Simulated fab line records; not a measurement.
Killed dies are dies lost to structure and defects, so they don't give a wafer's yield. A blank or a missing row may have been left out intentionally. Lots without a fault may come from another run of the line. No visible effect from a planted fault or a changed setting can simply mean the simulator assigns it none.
Which of the tools did it? :: flow gf180mcu :: 13 lots with 39 wafers sampled at 4 steps, on a route of 602 steps

WHAT THE GAUGES SHOWED, per wafer
GF_VT_IMPLANT_RS_MEAS_49: uses a four-point probe to measure.
lot: L574
measured: day 7 13:04
on: film metro-04
MVPSD_RS (ohm/sq): 1177.0 1180.6 1180.6

lot: L575
measured: day 7 17:52
on: film metro-01
MVPSD_RS (ohm/sq): 1179.9 1183.7 1180.1

lot: L576
measured: day 8 07:14
on: film metro-01
MVPSD_RS (ohm/sq): 1182.6 1181.6 1180.5

lot: L578
measured: day 8 17:43
on: film metro-02
MVPSD_RS (ohm/sq): 1174.9 1175.4 1178.1

lot: L579
measured: day 8 23:26
on: film metro-01
MVPSD_RS (ohm/sq): 1182.8 1181.1 1179.9

lot: L580
measured: day 9 05:13
on: film metro-02
MVPSD_RS (ohm/sq): 1176.2 1178.2 1175.1

lot: L581
measured: day 9 14:37
on: film metro-01
MVPSD_RS (ohm/sq): 1180.7 1174.8 1180.2

lot: L582
measured: day 9 19:33
on: film metro-01
MVPSD_RS (ohm/sq): 1179.2 1177.5 1176.2

lot: L583
measured: day 10 02:40
on: film metro-04
MVPSD_RS (ohm/sq): 1179.7 1179.3 1178.7

lot: L584
measured: day 10 08:49
on: film metro-02
MVPSD_RS (ohm/sq): 1178.1 1176.6 1178.2

lot: L590
measured: day 12 04:53
on: film metro-04
MVPSD_RS (ohm/sq): 1233.4 1231.4 1228.4

lot: L591
measured: day 12 10:42
on: film metro-01
MVPSD_RS (ohm/sq): 1228.6 1230.1 1230.7

lot: L597
measured: day 14 04:16
on: film metro-02
MVPSD_RS (ohm/sq): 1181.0 1180.1 1177.0

GF_POLY_GATE_CD_MEAS_10 targets a cd of 280 nm.
lot: L574
measured: day 9 03:47
on: cd sem-01
cd nm (nm): 278.1 278.6 280.0

lot: L575
measured: day 9 08:31
on: cd sem-01
cd nm (nm): 277.4 279.0 277.6

lot: L576
measured: day 9 22:08
on: cd sem-02
cd nm (nm): 281.4 281.0 280.4

lot: L578
measured: day 10 08:43
on: cd sem-02
cd nm (nm): 279.9 280.3 280.9

lot: L579
measured: day 10 14:34
on: cd sem-01
cd nm (nm): 279.3 278.6 278.9

lot: L580
measured: day 10 22:14
on: cd sem-01
cd nm (nm): 280.1 280.6 281.1

lot: L581
measured: day 11 08:21
on: cd sem-01
cd nm (nm): 279.2 279.5 281.1

lot: L582
measured: day 11 12:57
on: cd sem-01
cd nm (nm): 278.8 279.9 279.7

lot: L583
measured: day 11 20:13
on: cd sem-01
cd nm (nm): 281.1 281.1 281.1

lot: L584
measured: day 12 04:49
on: cd sem-01
cd nm (nm): 279.9 279.6 280.6

lot: L590
measured: day 14 05:33
on: cd sem-02
cd nm (nm): 281.2 281.1 280.1

lot: L591
measured: day 14 13:22
on: cd sem-02
cd nm (nm): 280.8 281.7 281.1

lot: L597
measured: day 16 06:07
on: cd sem-01
cd nm (nm): 280.1 279.6 280.1

WHAT TOOL EACH LOT RAN ON (gives the tool, then ch and the chambers of the sampled wafers, and finally the start)
lot: L574
GF_MVPSD_IMPLANT_09: implanter-04 ch 0, day 5 00:22
GF_VT_IMPLANT_STRIP_31: plasma asher-01 ch 0,1, day 6 20:58

lot: L575
GF_MVPSD_IMPLANT_09: implanter-03 ch 0, day 5 05:08
GF_VT_IMPLANT_STRIP_31: plasma asher-02 ch 0,1, day 7 02:07

lot: L576
GF_MVPSD_IMPLANT_09: implanter-01 ch 0, day 5 16:01
GF_VT_IMPLANT_STRIP_31: plasma asher-02 ch 0,1, day 7 14:22

lot: L578
GF_MVPSD_IMPLANT_09: implanter-04 ch 0, day 6 01:25
GF_VT_IMPLANT_STRIP_31: plasma asher-03 ch 0,1, day 8 00:23

lot: L579
GF_MVPSD_IMPLANT_09: implanter-03 ch 0, day 6 06:11
GF_VT_IMPLANT_STRIP_31: plasma asher-02 ch 0,1, day 8 05:58

lot: L580
GF_MVPSD_IMPLANT_09: implanter-03 ch 0, day 6 11:32
GF_VT_IMPLANT_STRIP_31: plasma asher-02 ch 0,1, day 8 11:44

lot: L581
GF_MVPSD_IMPLANT_09: implanter-04 ch 0, day 6 19:34
GF_VT_IMPLANT_STRIP_31: plasma asher-01 ch 0,1, day 8 20:53

lot: L582
GF_MVPSD_IMPLANT_09: implanter-03 ch 0, day 6 23:52
GF_VT_IMPLANT_STRIP_31: plasma asher-02 ch 0,1, day 9 01:53

lot: L583
GF_MVPSD_IMPLANT_09: implanter-03 ch 0, day 7 06:52
GF_VT_IMPLANT_STRIP_31: plasma asher-01 ch 1, day 9 08:25

lot: L584
GF_MVPSD_IMPLANT_09: implanter-01 ch 0, day 7 12:32
GF_VT_IMPLANT_STRIP_31: plasma asher-02 ch 0,1, day 9 14:32

lot: L590
GF_MVPSD_IMPLANT_09: implanter-03 ch 0, day 9 02:53
GF_VT_IMPLANT_STRIP_31: plasma asher-03 ch 0,1, day 11 08:35

lot: L591
GF_MVPSD_IMPLANT_09: implanter-03 ch 0, day 9 08:17
GF_VT_IMPLANT_STRIP_31: plasma asher-02 ch 0,1, day 11 14:47

lot: L597
GF_MVPSD_IMPLANT_09: implanter-01 ch 0, day 10 20:56
GF_VT_IMPLANT_STRIP_31: plasma asher-03 ch 1, day 13 06:49
- GF_MVPSD_IMPLANT_09
- GF_VT_IMPLANT_STRIP_31: strips in O2/N2.

AS READ BY THE TOOLS THEMSELVES (means over the sampled wafers that have a number; for cases with no such wafer, the mark the record gives instead)
GF_VT_IMPLANT_STRIP_31.
lot: L574
tool: plasma asher-01
drypump motor current A (A): 5.8
heater power w (W): 349
oes product au (a.u.): 0.714
strip time to endpoint s (s): 12.57

lot: L575
tool: plasma asher-02
drypump motor current A (A): 5.3
heater power w (W): 304
oes product au (a.u.): 0.715
strip time to endpoint s (s): 12.64

lot: L576
tool: plasma asher-02
drypump motor current A (A): 5.3
heater power w (W): 299
oes product au (a.u.): 0.715
strip time to endpoint s (s): 12.69

lot: L578
tool: plasma asher-03
drypump motor current A (A): 5.6
heater power w (W): 340
oes product au (a.u.): 0.717
strip time to endpoint s (s): 12.59

lot: L579
tool: plasma asher-02
drypump motor current A (A): 5.3
heater power w (W): 308
oes product au (a.u.): 0.714
strip time to endpoint s (s): 12.61

lot: L580
tool: plasma asher-02
drypump motor current A (A): 5.3
heater power w (W): 305
oes product au (a.u.): 0.713
strip time to endpoint s (s): 12.67

lot: L581
tool: plasma asher-01
drypump motor current A (A): 5.7
heater power w (W): 329
oes product au (a.u.): 0.711
strip time to endpoint s (s): 12.57

lot: L582
tool: plasma asher-02
drypump motor current A (A): 5.3
heater power w (W): 296
oes product au (a.u.): 0.719
strip time to endpoint s (s): 12.65

lot: L583
tool: plasma asher-01
drypump motor current A (A): 5.8
heater power w (W): 365
oes product au (a.u.): 0.718
strip time to endpoint s (s): 12.59

lot: L584
tool: plasma asher-02
drypump motor current A (A): 5.3
heater power w (W): 300
oes product au (a.u.): 0.717
strip time to endpoint s (s): 12.63

lot: L590
tool: plasma asher-03
drypump motor current A (A): 5.8
heater power w (W): 354
oes product au (a.u.): 0.715
strip time to endpoint s (s): 12.63

lot: L591
tool: plasma asher-02
drypump motor current A (A): 5.3
heater power w (W): 309
oes product au (a.u.): 0.713
strip time to endpoint s (s): 12.69

lot: L597
tool: plasma asher-03
drypump motor current A (A): 5.3
heater power w (W): 337
oes product au (a.u.): 0.711
strip time to endpoint s (s): 12.58

THE ANSWER, worked out from the rows above alone
Rule: the lots themselves supply what counts as usual. Put in order of their means at a reading, lots are off if they are a third of the lots or fewer, leave a main group of 4 or more, and stand apart from it by a gap of 3 or more times the standard deviation of the main group's means; of several such gaps the widest counts. Not used: any main group whose means are identical at the precision the tables above print for the reading. Also off: a lot with no number at a reading for which 4 or more lots have one. The other lots that the step has rows for count as sound. Order of review: gauges by route order, followed by the tools' own readings, for which a lot's mean as printed above is used. The first step at which some lot is off is used, and at that step the reading that is off furthest; a lot without a number counts as furthest.
Off: L590, L591, seen at GF_VT_IMPLANT_RS_MEAS_49 (MVPSD_RS). Main group: mean 1179.0 ohm/sq, sd 1.8.
A tool fits if, at a process step before that reading, it ran every lot that is off, and no sound lot after the first of them. The gauges at GF_VT_IMPLANT_RS_MEAS_49 are tried like those tools. One fits: GF_MVPSD_IMPLANT_09 on implanter-03. A fault onset in the window from L583 (day 7 06:52, its last sound lot) to L590 (day 9 02:53, its first lot off) fits.

WHAT THE SIMULATOR PUT IN
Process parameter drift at GF_MVPSD_IMPLANT_09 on implanter-03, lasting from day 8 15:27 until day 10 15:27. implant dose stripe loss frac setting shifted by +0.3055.
Lots struck among those shown: L590, L591. Same finding as the rule above.
